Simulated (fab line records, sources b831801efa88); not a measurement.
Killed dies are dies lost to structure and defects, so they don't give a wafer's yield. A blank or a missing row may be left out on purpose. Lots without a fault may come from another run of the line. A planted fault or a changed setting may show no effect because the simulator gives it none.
fab line records | flow sky130
record lots=13 wafers=37 last_day=50
route steps=708 shown POLY_CUT@316 SD_P@331 SD_N@348 PAD_OPEN@708
lots that met no fault: from a run of the same line without faults
start_h: hours from the record's first day to the start of the lot's first wafer shown | wait_h: hours since the lot's step before | " the same as in the row above | L1.1+2: a row that stands for several wafers | - no value, or no start given | * or withheld: withheld | < > ~ a bound
route shown NAME@n: a module of which the file shows steps, and the number in the route of the first | usual: mean/standard deviation of fault-free wafers | same: alike in all rows | chamber/n: place in a boat | sites: the reading at each site | _std_site: their standard deviation | _edge_site: outer sites' mean less inner sites' | radius_mm: how far each site lies from the wafer's centre | mask NAME#n: copy n | behind: the tool/chamber that last shaped the wafer | hold: why the lot was held/for how many hours/how that ended | device: the transistor (n, p or np) that didn't switch | end of line: the same wafers' tests at the end of the route | a step without rows: its recipe alone | killed: dies lost to structure and defects at the first sort, not the wafer's yield | map: a wafer's dies, x killed, . not, _ none there
set.NAME: the setting as run; set.NAME@STEP: as run at that earlier step | model.NAME: the simulator's own value behind a step, which no gauge read
steps of the route over a sample of lots; a table a step, a row a wafer
services: from which hour (start_h, from the record's first day; less than 0 if before it) a tool's chamber was out of use, for how many hours, and why
## steps
# step SKY_POLY_CUT_OVL_MEAS_09
# usual POLY_CUT_OVL=-1/5.3
# columns lot.wafer tool chamber start_h wait_h POLY_CUT_OVL[nm]
L652.2 overlay-02 - 539.75 0.1 12
L652.4 " - " " 8
L652.6 " - " " 9
L653.2 overlay-02 - 552.15 0.1 -6
L653.3 " - " " -11
L653.6 " - " " -5
L654.3 overlay-01 - 557.97 0.1 0
L654.4 " - " " -4
L654.5 " - " " -3
L657.2 overlay-02 - 587.85 0.1 -2
L657.4 " - " " 5
L657.5 " - " " 1
L660.1 overlay-01 - 622.72 0.1 -3
L660.4 " - " " -2
L660.6 " - " " 0
L661.2 overlay-01 - 628.67 0.1 1
L661.3 " - " " -6
L661.4 " - " " 0
L663.1 overlay-02 - 646.51 0.1 2
L663.2 " - " " 6
L663.4 " - " " 7
L664.1 overlay-02 - 650.93 0.1 5
L664.2 " - " " 8
L664.3 " - " " 2
L667.2 overlay-02 - 706.37 0.1 -4
L667.5 " - " " -5
L667.6 " - " " -7
L666.4 overlay-01 - 707.71 0.1 8
L666.6 " - " " 7
L670.2 overlay-01 - 731.27 0.1 -1
L670.4 " - " " -2
L673.1 overlay-02 - 752.31 0.1 -11
L673.3 " - " " -5
L673.4 " - " " 1
L675.1 overlay-02 - 758.36 0.1 -2
L675.3 " - " " -3
L675.6 " - " " -1
# step SKY_POLY_CUT_ETCH_11
# recipe target=Si3N4 chemistry=CF4/CH2F2/Ar stop_on=poly-Si source_w=600 bias_w=150 pressure_mtorr=40 cf4_flow_sccm=40 ch2f2_flow_sccm=20 Ar_flow_sccm=150 time_s=42.5 target_depth_a=600
# usual drypump_motor_current_A=5.6/0.5 oes_product_au=0.830/0.006 throttle_valve_pct=14.994/0.0082
# columns lot.wafer tool chamber start_h wait_h drypump_motor_current_A oes_product_au rf_hours_counter_h throttle_valve_pct
L652.2 rie_diel-04 1 539.82 0.0 6.0 0.826 36 14.997
L652.4 " 0 " " 5.9 0.835 15 14.997
L652.6 " 2 " " 5.3 0.832 - 14.996
L653.2 rie_diel-01 3 552.22 0.0 5.7 0.823 38 14.990
L653.3 " 0 " " 5.7 0.823 17 15.004
L653.6 " 2 " " 4.7 0.829 - 15.000
L654.3 rie_diel-01 3 558.04 0.0 5.7 0.834 38 14.992
L654.4 " 3 " " 5.7 0.820 - 14.993
L654.5 " 1 " " 5.2 0.826 - 15.008
L657.2 rie_diel-03 0 587.92 0.0 6.4 0.824 1 14.983
L657.4 " 1 " " 6.4 0.829 6 14.984
L657.5 " 1 " " 6.4 0.817 - 14.985
L660.1 rie_diel-01 0 622.79 0.0 5.7 0.826 19 15.003
L660.4 " 1 " " 5.2 0.833 18 14.994
L660.6 " 1 " " 5.2 0.826 - 14.995
L661.2 rie_diel-03 1 628.74 0.0 6.4 0.827 7 14.990
L661.3 " 3 " " 5.2 0.833 46 15.000
L661.4 " 0 " " 6.4 0.824 2 14.987
L663.1 rie_diel-01 1 646.59 0.0 5.2 0.835 19 14.995
L663.2 " 0 " " 5.7 0.833 19 14.989
L663.4 " 3 " " 5.7 0.835 40 14.975
L664.1 rie_diel-03 1 651.01 0.0 6.4 0.837 7 14.988
L664.2 " 2 " " 5.1 0.841 8 15.018
L664.3 " 0 " " 6.4 0.838 2 14.990
L667.2 rie_diel-01 0 706.44 0.0 5.7 0.822 21 14.993
L667.5 " 1 " " 5.2 0.827 - 14.978
L667.6 " 2 " " 4.7 0.827 - 14.995
L666.4 rie_diel-03 0 707.77 0.0 6.4 0.826 3 14.988
L666.6 " 1 " " 6.4 0.826 - 14.984
L670.2 rie_diel-04 2 731.34 0.0 5.4 0.826 7 14.999
L670.4 " 0 " " 5.9 0.835 20 15.002
L673.1 rie_diel-03 0 752.39 0.0 6.4 0.819 4 14.992
L673.3 " 3 " " 5.2 0.828 0 14.993
L673.4 " 1 " " 6.4 0.834 9 14.973
L675.1 rie_diel-01 2 758.44 0.0 4.7 0.836 13 14.986
L675.3 " 1 " " 5.2 0.833 22 14.995
L675.6 " 3 " " 5.7 0.832 - 14.991
# step SKY_SD_P_TW_MEAS_11
# usual SD_P_TW=2807/13
# columns lot.wafer tool chamber start_h wait_h SD_P_TW
L652.2 film_metro-03 - 569.24 0.1 2797
L652.4 " - " " 2800
L652.6 " - " " 2804
L653.2 film_metro-02 - 582.56 0.1 2822
L653.3 " - " " 2799
L653.6 " - " " 2807
L654.3 film_metro-02 - 587.67 0.1 2804
L654.4 " - " " 2797
L654.5 " - " " 2811
L657.2 film_metro-03 - 617.72 0.1 2807
L657.4 " - " " 2810
L657.5 " - " " 2811
L660.1 film_metro-01 - 651.10 0.1 2825
L660.4 " - " " 2833
L660.6 " - " " 2826
L661.2 film_metro-03 - 657.19 0.1 2811
L661.3 " - " " 2793
L661.4 " - " " 2795
L663.1 film_metro-03 - 675.13 0.1 2793
L663.2 " - " " 2800
L663.4 " - " " 2785
L664.1 film_metro-03 - 679.36 0.1 2797
L664.2 " - " " 2805
L664.3 " - " " 2799
L667.2 film_metro-01 - 734.46 0.1 2798
L667.5 " - " " 2808
L667.6 " - " " 2822
L666.4 film_metro-01 - 735.88 0.1 2815
L666.6 " - " " 2827
L670.2 film_metro-01 - 758.19 0.1 2801
L670.4 " - " " 2820
L673.1 film_metro-02 - 778.88 0.1 2795
L673.3 " - " " 2794
L673.4 " - " " 2785
L675.1 film_metro-02 - 785.65 0.1 2797
L675.3 " - " " 2800
L675.6 " - " " 2788
# step SKY_SD_N_DEVELOP_06
# recipe resist=NOVOLAK developer=TMAH develop_time_s=60 dev_temp_c=23
# usual resist_line_temp_C=23.03/0.092
# columns lot.wafer tool chamber start_h wait_h resist_line_temp_C
L652.2 litho_track-03 0 626.06 0.1 23.11
L652.4 " 0 " " 22.79
L652.6 " 0 " " 23.04
L653.2 litho_track-03 0 640.01 0.1 23.06
L653.3 " 0 " " 23.02
L653.6 " 0 " " 23.09
L654.3 litho_track-02 0 645.17 0.1 23.02
L654.4 " 0 " " 23.04
L654.5 " 0 " " 23.06
L657.2 litho_track-03 0 674.06 0.1 23.01
L657.4 " 0 " " 23.01
L657.5 " 0 " " 22.90
L660.1 litho_track-04 0 706.48 0.1 23.14
L660.4 " 0 " " 23.14
L660.6 " 0 " " 22.96
L661.2 litho_track-04 0 712.01 0.1 23.05
L661.3 " 0 " " 22.85
L661.4 " 0 " " 22.93
L663.1 litho_track-04 0 729.88 0.1 23.06
L663.2 " 0 " " 23.09
L663.4 " 0 " " 22.93
L664.1 litho_track-03 0 733.68 0.1 23.09
L664.2 " 0 " " 22.97
L664.3 " 0 " " 22.98
L667.2 litho_track-04 0 788.31 0.1 23.14
L667.5 " 0 " " 23.09
L667.6 " 0 " " 23.15
L666.4 litho_track-04 0 789.61 0.1 23.08
L666.6 " 0 " " 23.12
L670.2 litho_track-04 0 811.91 0.1 23.10
L670.4 " 0 " " 22.99
L673.1 litho_track-03 0 829.48 0.1 23.02
L673.3 " 0 " " 22.98
L673.4 " 0 " " 23.03
L675.1 litho_track-02 0 837.42 0.1 22.99
L675.3 " 0 " " 23.09
L675.6 " 0 " " 23.08
# step SKY_SD_N_CD_MEAS_07
# recipe target_cd_nm=380
# usual cd_nm=380.0/2.3
# columns lot.wafer tool chamber start_h wait_h cd_nm
L652.2 cd_sem-02 - 626.38 0.3 381.3
L652.4 " - " " 382.2
L652.6 " - " " 380.1
L653.2 cd_sem-01 - 640.15 0.1 384.5
L653.3 " - " " 383.9
L653.6 " - " " 384.0
L654.3 cd_sem-01 - 645.31 0.1 384.4
L654.4 " - " " 383.5
L654.5 " - " " 383.1
L657.2 cd_sem-02 - 674.29 0.2 383.4
L657.4 " - " " 382.8
L657.5 " - " " 382.4
L660.1 cd_sem-01 - 706.77 0.3 376.7
L660.4 " - " " 377.4
L660.6 " - " " 376.1
L661.2 cd_sem-01 - 712.22 0.2 383.5
L661.3 " - " " 383.4
L661.4 " - " " 381.4
L663.1 cd_sem-01 - 730.03 0.1 380.6
L663.2 " - " " 377.9
L663.4 " - " " 379.5
L664.1 cd_sem-01 - 733.83 0.1 381.7
L664.2 " - " " 382.8
L664.3 " - " " 381.4
L667.2 cd_sem-01 - 788.45 0.1 352.2
L667.5 " - " " 380.7
L667.6 " - " " 350.6
L666.4 cd_sem-02 - 789.74 0.1 382.0
L666.6 " - " " 354.0
L670.2 cd_sem-01 - 812.05 0.1 353.2
L670.4 " - " " 376.8
L673.1 cd_sem-02 - 829.63 0.1 380.9
L673.3 " - " " 379.4
L673.4 " - " " 378.4
L675.1 cd_sem-02 - 837.57 0.1 382.1
L675.3 " - " " 381.8
L675.6 " - " " 379.9
# step SKY_PAD_OPEN_PROBE_99
# usual killed_at_M0_to_M3=44/7.3 killed_at_M4_up=3.2/1.8 killed_at_contacts=24/5.4 killed_at_front_end=16/4.4 killed_at_other=0.3/0.48 killed_dies=86/9.5 killed_on_rim=17/4 killed_open=47/7.7 killed_short=39/6.4
# same gross_dies=492 killed_at_back_side=0
# columns lot.wafer tool chamber start_h wait_h killed_at_M0_to_M3 killed_at_M4_up killed_at_contacts killed_at_front_end killed_at_other killed_dies killed_on_rim killed_open killed_short
L652.2 prober-01 - 1059.80 0.1 46 1 25 18 1 91 19 57 34
L652.4 prober-01 - 1059.90 0.2 40 3 29 15 0 87 19 54 33
L652.6 prober-01 - 1060.00 0.2 52 6 28 20 0 106 24 62 44
L653.2 prober-02 - 1070.28 0.1 36 7 17 9 0 69 14 38 31
L653.3 prober-02 - 1070.33 0.2 43 3 28 10 1 85 20 43 42
L653.6 prober-02 - 1070.48 0.2 32 1 29 14 0 76 14 47 29
L654.3 prober-02 - 1076.55 0.2 30 5 24 22 0 81 12 44 37
L654.4 prober-02 - 1076.60 0.2 49 4 24 13 0 90 19 59 31
L654.5 prober-02 - 1076.65 0.2 46 1 17 18 0 82 12 37 45
L657.2 prober-01 - 1097.62 0.1 42 10 23 18 0 93 17 42 51
L657.4 prober-01 - 1097.72 0.2 40 0 14 20 0 74 9 46 28
L657.5 prober-01 - 1097.77 0.2 48 3 25 18 1 95 17 54 41
L660.1 prober-02 - 1119.31 0.1 46 1 22 15 0 84 16 51 33
L660.4 prober-02 - 1119.46 0.2 42 4 25 18 1 90 16 45 45
L660.6 prober-02 - 1119.56 0.2 48 2 22 20 0 92 22 56 36
L661.2 prober-01 - 1124.14 0.1 38 3 22 10 0 73 12 45 28
L661.3 prober-01 - 1124.19 0.2 57 2 31 12 0 102 10 66 36
L661.4 prober-01 - 1124.24 0.2 55 1 32 13 1 102 20 62 40
L663.1 prober-01 - 1134.40 0.1 35 2 20 12 0 69 17 41 28
L663.2 prober-01 - 1134.45 0.1 37 0 27 21 0 85 21 45 40
L663.4 prober-01 - 1134.55 0.2 32 2 21 19 1 75 12 42 33
L664.1 prober-02 - 1139.94 0.1 39 4 31 14 0 88 11 61 27
L664.2 prober-02 - 1139.99 0.1 36 4 32 15 0 87 18 43 44
L664.3 prober-02 - 1140.04 0.2 35 2 29 11 1 78 17 44 34
L667.2 prober-02 - 1176.44 0.1 57 6 26 18 0 107 24 51 56
L667.5 prober-02 - 1176.59 0.2 43 0 18 16 0 77 19 44 33
L667.6 prober-02 - 1176.64 0.2 38 4 21 21 0 84 16 40 44
L666.4 prober-02 - 1178.76 0.2 39 4 18 25 2 88 17 44 44
L666.6 prober-02 - 1178.86 0.2 45 3 19 21 0 88 18 34 52
L670.2 prober-02 - 1189.84 0.1 37 5 12 23 1 78 13 29 49
L670.4 prober-02 - 1189.94 0.2 43 3 18 13 0 77 15 47 30
L673.1 prober-02 - 1200.59 0.1 55 1 23 18 0 97 12 55 42
L673.3 prober-02 - 1200.69 0.2 57 2 20 10 1 90 24 48 42
L673.4 prober-02 - 1200.74 0.2 49 4 18 17 1 89 21 49 40
L675.1 prober-02 - 1204.15 0.1 38 2 19 20 1 80 17 40 40
L675.3 prober-02 - 1204.25 0.2 46 3 14 24 0 87 17 43 44
L675.6 prober-02 - 1204.40 0.2 38 3 15 26 0 82 15 38 44
# killed by level:class
L652.2 VIA1:geometric_particle:open=13 LI_CONTACT:geometric_particle:open=11 CONTACT:geometric_particle:open=9 VIA1:geometric_particle:short=7 VIA2:geometric_particle:open=7 FIELD_ISO:geometric_particle:open=6 METAL2:geometric_particle:short=5 VIA3:geometric_particle:open=5
L652.4 VIA1:geometric_particle:open=14 LI_CONTACT:geometric_particle:open=11 CONTACT:geometric_particle:open=10 VIA3:geometric_particle:open=6 POLY_GATE:geometric_particle:short=4 LI_CONTACT:geometric_particle:short=4 VIA2:geometric_particle:open=4 METAL1:geometric_particle:short=3
L652.6 VIA1:geometric_particle:open=13 VIA3:geometric_particle:open=13 LI_CONTACT:geometric_particle:open=8 CONTACT:geometric_particle:open=8 FIELD_ISO:geometric_particle:short=7 METAL2:geometric_particle:short=6 CONTACT:geometric_particle:short=5 VIA1:geometric_particle:short=4
L653.2 CONTACT:geometric_particle:open=7 VIA2:geometric_particle:open=6 LI_CONTACT:geometric_particle:open=5 METAL1:geometric_particle:short=5 VIA3:geometric_particle:open=5 METAL2:geometric_particle:short=5 METAL4:geometric_particle:short=4 VIA1:geometric_particle:short=4
L653.3 LI_CONTACT:geometric_particle:open=12 CONTACT:geometric_particle:open=9 METAL1:geometric_particle:short=9 VIA1:geometric_particle:open=7 VIA3:geometric_particle:open=7 METAL2:geometric_particle:short=4 VIA1:geometric_particle:short=4 VIA3:geometric_particle:short=4
L653.6 CONTACT:geometric_particle:open=10 LI_CONTACT:geometric_particle:open=8 VIA1:geometric_particle:open=6 METAL2:geometric_particle:short=6 VIA1:geometric_particle:short=5 FIELD_ISO:geometric_particle:open=4 VIA3:geometric_particle:open=4 SPACER:geometric_particle:open=3
L654.3 LI_CONTACT:geometric_particle:open=9 CONTACT:geometric_particle:open=7 VIA1:geometric_particle:open=7 POLY_GATE:geometric_particle:short=6 POLY_GATE:geometric_particle:open=5 VIA1:geometric_particle:short=5 VIA3:geometric_particle:open=5 FIELD_ISO:geometric_particle:open=4
L654.4 VIA1:geometric_particle:open=13 LI_CONTACT:geometric_particle:open=8 VIA2:geometric_particle:open=7 CONTACT:geometric_particle:open=6 VIA3:geometric_particle:open=6 FIELD_ISO:geometric_particle:open=5 LOCAL_INTERCONNECT:geometric_particle:open=5 METAL1:geometric_particle:short=4
L654.5 VIA1:geometric_particle:open=11 METAL1:geometric_particle:short=7 POLY_GATE:geometric_particle:short=6 LI_CONTACT:geometric_particle:open=6 VIA2:geometric_particle:short=6 VIA2:geometric_particle:open=6 FIELD_ISO:geometric_particle:short=5 LOCAL_INTERCONNECT:geometric_particle:short=4
L657.2 METAL4:geometric_particle:short=9 CONTACT:geometric_particle:open=8 VIA1:geometric_particle:open=8 METAL2:geometric_particle:short=7 VIA2:geometric_particle:open=7 LI_CONTACT:geometric_particle:open=6 CONTACT:geometric_particle:short=6 FIELD_ISO:geometric_particle:open=5
L657.4 VIA1:geometric_particle:open=10 VIA3:geometric_particle:open=6 LI_CONTACT:geometric_particle:open=5 VIA1:geometric_particle:short=5 VIA2:geometric_particle:open=5 FIELD_ISO:geometric_particle:open=4 FIELD_ISO:geometric_particle:short=4 POLY_GATE:geometric_particle:open=4
L657.5 VIA1:geometric_particle:open=11 LI_CONTACT:geometric_particle:open=9 VIA3:geometric_particle:open=9 VIA1:geometric_particle:short=6 CONTACT:geometric_particle:open=6 POLY_GATE:geometric_particle:short=5 LOCAL_INTERCONNECT:geometric_particle:short=5 FIELD_ISO:geometric_particle:open=4
L660.1 VIA1:geometric_particle:open=15 CONTACT:geometric_particle:open=9 VIA2:geometric_particle:open=8 VIA3:geometric_particle:open=6 POLY_GATE:geometric_particle:short=5 LI_CONTACT:geometric_particle:open=5 FIELD_ISO:geometric_particle:open=4 CONTACT:geometric_particle:short=4
L660.4 CONTACT:geometric_particle:open=10 VIA3:geometric_particle:open=9 METAL1:geometric_particle:short=7 POLY_GATE:geometric_particle:open=6 METAL2:geometric_particle:short=6 LOCAL_INTERCONNECT:geometric_particle:short=5 CONTACT:geometric_particle:short=5 VIA1:geometric_particle:open=5
L660.6 VIA1:geometric_particle:open=17 CONTACT:geometric_particle:open=10 POLY_GATE:geometric_particle:open=6 VIA2:geometric_particle:open=6 FIELD_ISO:geometric_particle:short=5 METAL2:geometric_particle:short=5 VIA3:geometric_particle:open=4 FIELD_ISO:geometric_particle:open=3
L661.2 VIA1:geometric_particle:open=13 LI_CONTACT:geometric_particle:open=7 CONTACT:geometric_particle:open=6 VIA1:geometric_particle:short=6 FIELD_ISO:geometric_particle:open=5 CONTACT:geometric_particle:short=3 METAL1:geometric_particle:short=3 METAL2:geometric_particle:short=3
L661.3 LI_CONTACT:geometric_particle:open=13 VIA1:geometric_particle:open=11 VIA2:geometric_particle:open=10 CONTACT:geometric_particle:open=9 VIA3:geometric_particle:open=9 LOCAL_INTERCONNECT:geometric_particle:short=6 METAL1:geometric_particle:short=5 VIA3:geometric_particle:short=5
L661.4 VIA1:geometric_particle:open=14 VIA3:geometric_particle:open=12 VIA2:geometric_particle:open=10 CONTACT:geometric_particle:open=10 CONTACT:geometric_particle:short=8 LOCAL_INTERCONNECT:geometric_particle:short=5 METAL2:geometric_particle:short=5 POLY_GATE:geometric_particle:open=4
L663.1 CONTACT:geometric_particle:open=8 VIA1:geometric_particle:short=8 VIA1:geometric_particle:open=8 LI_CONTACT:geometric_particle:open=7 POLY_GATE:geometric_particle:short=5 VIA3:geometric_particle:open=5 METAL2:geometric_particle:short=3 VIA2:geometric_particle:open=3
L663.2 CONTACT:geometric_particle:open=16 POLY_GATE:geometric_particle:short=6 METAL1:geometric_particle:short=6 VIA1:geometric_particle:open=6 METAL2:geometric_particle:short=6 POLY_GATE:geometric_particle:open=5 VIA2:geometric_particle:open=5 FIELD_ISO:geometric_particle:short=4
L663.4 VIA1:geometric_particle:open=8 CONTACT:geometric_particle:open=8 LI_CONTACT:geometric_particle:open=6 METAL1:geometric_particle:short=6 POLY_GATE:geometric_particle:short=5 POLY_GATE:geometric_particle:open=4 LI_CONTACT:geometric_particle:short=4 VIA2:geometric_particle:open=4
L664.1 CONTACT:geometric_particle:open=14 VIA2:geometric_particle:open=11 VIA1:geometric_particle:open=8 VIA3:geometric_particle:open=7 POLY_GATE:geometric_particle:open=6 LI_CONTACT:geometric_particle:open=6 METAL1:geometric_particle:short=4 METAL2:geometric_particle:short=4
L664.2 VIA1:geometric_particle:open=11 CONTACT:geometric_particle:open=11 LOCAL_INTERCONNECT:geometric_particle:short=9 VIA1:geometric_particle:short=6 CONTACT:geometric_particle:short=5 METAL2:geometric_particle:short=5 POLY_GATE:geometric_particle:short=4 POLY_GATE:geometric_particle:open=4
L664.3 CONTACT:geometric_particle:open=11 LI_CONTACT:geometric_particle:open=8 VIA2:geometric_particle:open=7 VIA3:geometric_particle:open=7 POLY_GATE:geometric_particle:open=4 LI_CONTACT:geometric_particle:short=4 VIA1:geometric_particle:open=4 METAL2:geometric_particle:short=4
L667.2 VIA3:geometric_particle:short=11 VIA2:geometric_particle:open=10 CONTACT:geometric_particle:open=8 LI_CONTACT:geometric_particle:open=7 VIA1:geometric_particle:open=7 LI_CONTACT:geometric_particle:short=6 FIELD_ISO:geometric_particle:short=5 METAL1:geometric_particle:short=5
L667.5 VIA1:geometric_particle:open=13 LI_CONTACT:geometric_particle:open=7 VIA1:geometric_particle:short=7 FIELD_ISO:geometric_particle:short=6 POLY_GATE:geometric_particle:open=6 VIA2:geometric_particle:open=5 METAL1:geometric_particle:short=4 VIA3:geometric_particle:open=4
L667.6 VIA1:geometric_particle:open=10 LI_CONTACT:geometric_particle:open=9 METAL1:geometric_particle:short=7 LOCAL_INTERCONNECT:geometric_particle:short=6 FIELD_ISO:geometric_particle:open=5 FIELD_ISO:geometric_particle:short=5 POLY_GATE:geometric_particle:short=5 VIA1:geometric_particle:short=5
L666.4 VIA1:geometric_particle:open=9 POLY_GATE:geometric_particle:short=7 FIELD_ISO:geometric_particle:open=6 CONTACT:geometric_particle:open=6 VIA3:geometric_particle:open=6 LI_CONTACT:geometric_particle:open=5 METAL2:geometric_particle:short=5 VIA1:geometric_particle:short=5
L666.6 METAL1:geometric_particle:short=10 VIA1:geometric_particle:open=9 VIA1:geometric_particle:short=7 FIELD_ISO:geometric_particle:short=6 CONTACT:geometric_particle:short=5 LI_CONTACT:geometric_particle:open=5 CONTACT:geometric_particle:open=5 METAL2:geometric_particle:short=5
L670.2 POLY_GATE:geometric_particle:short=10 VIA1:geometric_particle:short=8 METAL1:geometric_particle:short=6 VIA3:geometric_particle:open=6 VIA1:geometric_particle:open=5 METAL2:geometric_particle:short=5 METAL4:geometric_particle:short=4 LI_CONTACT:geometric_particle:open=4
L670.4 VIA1:geometric_particle:open=11 CONTACT:geometric_particle:open=7 LI_CONTACT:geometric_particle:open=6 METAL2:geometric_particle:short=6 VIA2:geometric_particle:open=5 FIELD_ISO:geometric_particle:open=4 VIA1:geometric_particle:short=4 VIA3:geometric_particle:open=4
L673.1 VIA2:geometric_particle:open=15 VIA1:geometric_particle:open=13 CONTACT:geometric_particle:open=10 FIELD_ISO:geometric_particle:short=8 METAL2:geometric_particle:short=8 LOCAL_INTERCONNECT:geometric_particle:short=6 VIA3:geometric_particle:open=6 METAL1:geometric_particle:short=4
L673.3 VIA1:geometric_particle:open=14 VIA2:geometric_particle:open=10 CONTACT:geometric_particle:open=7 VIA3:geometric_particle:open=7 CONTACT:geometric_particle:short=6 VIA2:geometric_particle:short=5 METAL1:geometric_particle:short=5 VIA1:geometric_particle:short=5
L673.4 VIA2:geometric_particle:open=12 VIA1:geometric_particle:open=11 VIA1:geometric_particle:short=7 VIA2:geometric_particle:short=5 FIELD_ISO:geometric_particle:open=4 POLY_GATE:geometric_particle:open=4 LI_CONTACT:geometric_particle:short=4 LI_CONTACT:geometric_particle:open=4
L675.1 CONTACT:geometric_particle:open=11 VIA2:geometric_particle:open=11 FIELD_ISO:geometric_particle:short=6 FIELD_ISO:geometric_particle:open=5 METAL1:geometric_particle:short=4 VIA1:geometric_particle:short=4 METAL2:geometric_particle:short=4 LOCAL_INTERCONNECT:geometric_particle:short=3
L675.3 FIELD_ISO:geometric_particle:short=8 VIA2:geometric_particle:open=7 VIA1:geometric_particle:open=7 VIA3:geometric_particle:open=7 FIELD_ISO:geometric_particle:open=6 METAL2:geometric_particle:short=6 METAL1:geometric_particle:short=6 CONTACT:geometric_particle:open=5
L675.6 FIELD_ISO:geometric_particle:short=13 VIA1:geometric_particle:open=8 METAL2:geometric_particle:short=7 VIA3:geometric_particle:open=6 FIELD_ISO:geometric_particle:open=5 CONTACT:geometric_particle:short=5 CONTACT:geometric_particle:open=5 LOCAL_INTERCONNECT:geometric_particle:short=3
## services
# columns tool chamber start_h hours kind
rie_diel-01 2 527.07 22.2 repair
rie_diel-03 0 533.11 4.1 repair
rie_diel-03 - 538.43 0.4 repair
rie_diel-03 0 541.63 2.7 repair
rie_diel-01 3 545.17 4.5 repair
rie_diel-01 2 554.23 4.6 repair
rie_diel-01 - 576.76 0.4 repair
rie_diel-04 2 592.36 2.5 repair
rie_diel-01 3 594.73 2.4 repair
rie_diel-04 1 686.60 4.1 repair
rie_diel-01 0 692.06 2.7 repair
rie_diel-03 3 720.90 - clean
rie_diel-03 3 720.90 29.4 scheduled_down
rie_diel-03 3 720.90 29.4 vent_cycle
rie_diel-03 0 721.03 12.7 repair
rie_diel-04 - 745.67 20.2 repair
rie_diel-01 3 770.55 - clean
rie_diel-01 3 770.55 15.1 scheduled_down
rie_diel-01 3 770.55 15.1 vent_cycle
rie_diel-04 1 778.38 - clean
rie_diel-04 1 778.38 21.0 scheduled_down
rie_diel-04 1 778.38 21.0 vent_cycle
rie_diel-01 - 782.31 14.6 pm
rie_diel-01 2 829.43 2.7 repair
## key
first_sign step=SKY_SD_N_CD_MEAS_07 reading=cd_nm direction=down sigmas=12 usual=380.0 struck=352.5
effect none on later readings
met_at SKY_SD_N_DEVELOP_06
struck_lots L666,L667,L670
struck_wafers L666.6,L667.2,L667.6,L670.2
tester_left_out L666,L667,L670
not_acting_at SKY_POLY_CUT_OVL_MEAS_09,SKY_POLY_CUT_ETCH_11,SKY_SD_P_TW_MEAS_11
onset_between 729.88 788.31
fault kind=process_parameter_drift tool=litho_track-04 chamber=- onset_h=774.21 steps=SKY_SD_N_DEVELOP_06 channel=develop_time_s offset=* shape=step end_h=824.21 scope=struck_wafers_only acts_in=* stated=*
# tester_left_out: of these lots the tester's yield and bins aren't shown, on N5 and GAA mostly nor the transistor test; their killed dies are dies lost to structure and defects alone, not to doping, threshold or leakage, so they don't give the yield
